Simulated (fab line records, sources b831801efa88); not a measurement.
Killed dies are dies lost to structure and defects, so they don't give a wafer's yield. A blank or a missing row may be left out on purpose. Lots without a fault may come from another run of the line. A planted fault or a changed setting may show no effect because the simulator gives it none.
Tool commonality check | flow sky130 | 13 lots, 39 wafers sampled

WHY IT WAS OPENED
At SKY_NWELL_TW_MEAS_15 the reading NWELL_TW is flagged on 1 of 13 lots. Wafers without a fault read 1823, standard deviation 18.
Rule: a lot is flagged when every wafer of it that has a number lies more than 4 standard deviations from that mean, or none has a number. The other lots count as sound.

lot  | measured     | on            | NWELL_TW, wafer by wafer | flag
L426 | day 5 02:43  | film_metro-02 | 1837 1842 1842           |
L429 | day 6 00:40  | film_metro-01 | 1816 1810 1809           |
L428 | day 6 01:01  | film_metro-04 | 1805 1808 1801           |
L430 | day 6 05:10  | film_metro-02 | 1838 1839 1840           |
L432 | day 6 13:40  | film_metro-02 | 30 30 30                 | FLAGGED
L440 | day 8 12:18  | film_metro-04 | 1819 1807 1808           |
L441 | day 8 19:27  | film_metro-04 | 1818 1810 1804           |
L442 | day 8 22:39  | film_metro-02 | 1862 1843 1854           |
L443 | day 9 07:48  | film_metro-01 | 1822 1826 1815           |
L444 | day 9 10:16  | film_metro-01 | 1827 1819 1822           |
L445 | day 9 14:56  | film_metro-02 | 1846 1837 1842           |
L446 | day 9 20:29  | film_metro-01 | 1815 1822 1827           |
L447 | day 10 07:23 | film_metro-04 | 1808 1798 1793           |
The numbers of the flagged lots are 30 on average: -1793 against the usual, or -99 or more standard deviations.

WHICH TOOL RAN EACH LOT
The record holds 4 process steps before the reading, out of a route of 708 steps. In each cell: the tool, then ch and the chambers that the sampled wafers went through, then the start.
lot  | flag    | SKY_FIELD_ISO_STRIP_16              | SKY_FIELD_ISO_ETCH_17           | SKY_PWDE_STRIP_09                   | SKY_NWELL_STRIP_14
L426 |         | plasma_asher-02 ch 0,1, day 2 15:44 | rie_si-02 ch 1,2,3, day 2 15:50 | plasma_asher-02 ch 0,1, day 4 09:04 | plasma_asher-01 ch 0,1, day 5 02:37
L429 |         | plasma_asher-04 ch 0,1, day 3 07:23 | rie_si-01 ch 1,2, day 3 07:29   | plasma_asher-04 ch 0,1, day 5 06:04 | plasma_asher-03 ch 0,1, day 6 00:34
L428 |         | plasma_asher-04 ch 0,1, day 3 03:16 | rie_si-01 ch 2,3, day 3 03:22   | plasma_asher-02 ch 0,1, day 5 06:13 | plasma_asher-01 ch 0,1, day 6 00:55
L430 |         | plasma_asher-04 ch 0,1, day 3 12:44 | rie_si-02 ch 0,2, day 3 12:50   | plasma_asher-04 ch 0,1, day 5 10:09 | plasma_asher-04 ch 0,1, day 6 05:04
L432 | FLAGGED | plasma_asher-02 ch 0,1, day 4 02:25 | rie_si-01 ch 1,3, day 4 02:31   | plasma_asher-02 ch 0,1, day 5 18:16 | plasma_asher-04 ch 0,1, day 6 13:34
L440 |         | plasma_asher-04 ch 0,1, day 5 19:16 | rie_si-01 ch 2,3, day 5 19:22   | plasma_asher-01 ch 1, day 7 15:24   | plasma_asher-04 ch 0, day 8 12:11
L441 |         | plasma_asher-04 ch 0,1, day 6 00:29 | rie_si-02 ch 0,2, day 6 00:35   | plasma_asher-04 ch 0,1, day 7 23:12 | plasma_asher-01 ch 0,1, day 8 19:21
L442 |         | plasma_asher-04 ch 0,1, day 6 02:01 | rie_si-01 ch 1,2, day 6 02:07   | plasma_asher-02 ch 0,1, day 8 01:19 | plasma_asher-03 ch 0,1, day 8 22:32
L443 |         | plasma_asher-03 ch 0,1, day 6 10:29 | rie_si-02 ch 0,2,3, day 6 10:35 | plasma_asher-02 ch 0,1, day 8 09:49 | plasma_asher-03 ch 0,1, day 9 07:42
L444 |         | plasma_asher-03 ch 1, day 6 13:29   | rie_si-01 ch 0,1, day 6 13:35   | plasma_asher-02 ch 0,1, day 8 12:00 | plasma_asher-04 ch 0,1, day 9 10:09
L445 |         | plasma_asher-02 ch 1, day 6 17:28   | rie_si-02 ch 0,1,2, day 6 17:34 | plasma_asher-04 ch 0,1, day 8 16:30 | plasma_asher-01 ch 1, day 9 14:50
L446 |         | plasma_asher-02 ch 0,1, day 6 22:10 | rie_si-01 ch 1,3, day 6 22:16   | plasma_asher-01 ch 0,1, day 8 22:42 | plasma_asher-04 ch 0,1, day 9 20:23
L447 |         | plasma_asher-03 ch 0,1, day 7 08:59 | rie_si-01 ch 0,2,3, day 7 09:05 | plasma_asher-02 ch 0,1, day 9 09:34 | plasma_asher-04 ch 0,1, day 10 07:17
What these steps do:
- SKY_FIELD_ISO_STRIP_16: strips in O2/N2.
- SKY_FIELD_ISO_ETCH_17: etches Si in HBr/Cl2/O2, target depth 342 nm, time 97.7 s.
- SKY_PWDE_STRIP_09: strips in O2/N2.
- SKY_NWELL_STRIP_14: strips in O2/N2.
- SKY_NWELL_TW_MEAS_15

FLAGGED OVER TOTAL, TOOL BY TOOL (the gauges that took the reading come last)
step                   | tool            | lots run | flagged | share of the flagged lots | sound lots run after its first flagged lot
SKY_FIELD_ISO_STRIP_16 | plasma_asher-02 | 4        | 1       | all                       | 2 (L445,L446)
SKY_FIELD_ISO_STRIP_16 | plasma_asher-03 | 3        | 0       | none                      | -
SKY_FIELD_ISO_STRIP_16 | plasma_asher-04 | 6        | 0       | none                      | -
SKY_FIELD_ISO_ETCH_17  | rie_si-01       | 8        | 1       | all                       | 5 (L440,L442,L444,L446,L447)
SKY_FIELD_ISO_ETCH_17  | rie_si-02       | 5        | 0       | none                      | -
SKY_PWDE_STRIP_09      | plasma_asher-01 | 2        | 0       | none                      | -
SKY_PWDE_STRIP_09      | plasma_asher-02 | 7        | 1       | all                       | 4 (L442,L443,L444,L447)
SKY_PWDE_STRIP_09      | plasma_asher-04 | 4        | 0       | none                      | -
SKY_NWELL_STRIP_14     | plasma_asher-01 | 4        | 0       | none                      | -
SKY_NWELL_STRIP_14     | plasma_asher-03 | 3        | 0       | none                      | -
SKY_NWELL_STRIP_14     | plasma_asher-04 | 6        | 1       | all                       | 4 (L440,L444,L446,L447)
SKY_NWELL_TW_MEAS_15   | film_metro-01   | 4        | 0       | none                      | -
SKY_NWELL_TW_MEAS_15   | film_metro-02   | 5        | 1       | all                       | 2 (L442,L445)
SKY_NWELL_TW_MEAS_15   | film_metro-04   | 4        | 0       | none                      | -

WHAT THE TABLE ALLOWS
5 rows of the table ran every flagged lot: plasma_asher-02 at SKY_FIELD_ISO_STRIP_16, rie_si-01 at SKY_FIELD_ISO_ETCH_17, plasma_asher-02 at SKY_PWDE_STRIP_09, plasma_asher-04 at SKY_NWELL_STRIP_14, film_metro-02 at SKY_NWELL_TW_MEAS_15.
- plasma_asher-02 at SKY_FIELD_ISO_STRIP_16: 1 of its 4 lots flagged. Sound lots ran on it after the first flagged one (L445, L446), which a lasting fault on the whole tool wouldn't allow.
- rie_si-01 at SKY_FIELD_ISO_ETCH_17: 1 of its 8 lots flagged. Sound lots ran on it after the first flagged one (L440, L442, L444, L446, L447), which a lasting fault on the whole tool wouldn't allow.
- plasma_asher-02 at SKY_PWDE_STRIP_09: 1 of its 7 lots flagged. Sound lots ran on it after the first flagged one (L442, L443, L444, L447), which a lasting fault on the whole tool wouldn't allow. Its own readings lie more than 4 standard deviations out on every wafer of the flagged lots: oes_product_au.
- plasma_asher-04 at SKY_NWELL_STRIP_14: 1 of its 6 lots flagged. Sound lots ran on it after the first flagged one (L440, L444, L446, L447), which a lasting fault on the whole tool wouldn't allow. Its own readings lie more than 4 standard deviations out on every wafer of the flagged lots: strip_time_to_endpoint_s.
- film_metro-02 at SKY_NWELL_TW_MEAS_15: 1 of its 5 lots flagged. Sound lots ran on it after the first flagged one (L442, L445), which a lasting fault on the whole tool wouldn't allow.
No row of the table ran every flagged lot and no sound lot after the first.

WHAT THE SIMULATOR HAD PUT IN
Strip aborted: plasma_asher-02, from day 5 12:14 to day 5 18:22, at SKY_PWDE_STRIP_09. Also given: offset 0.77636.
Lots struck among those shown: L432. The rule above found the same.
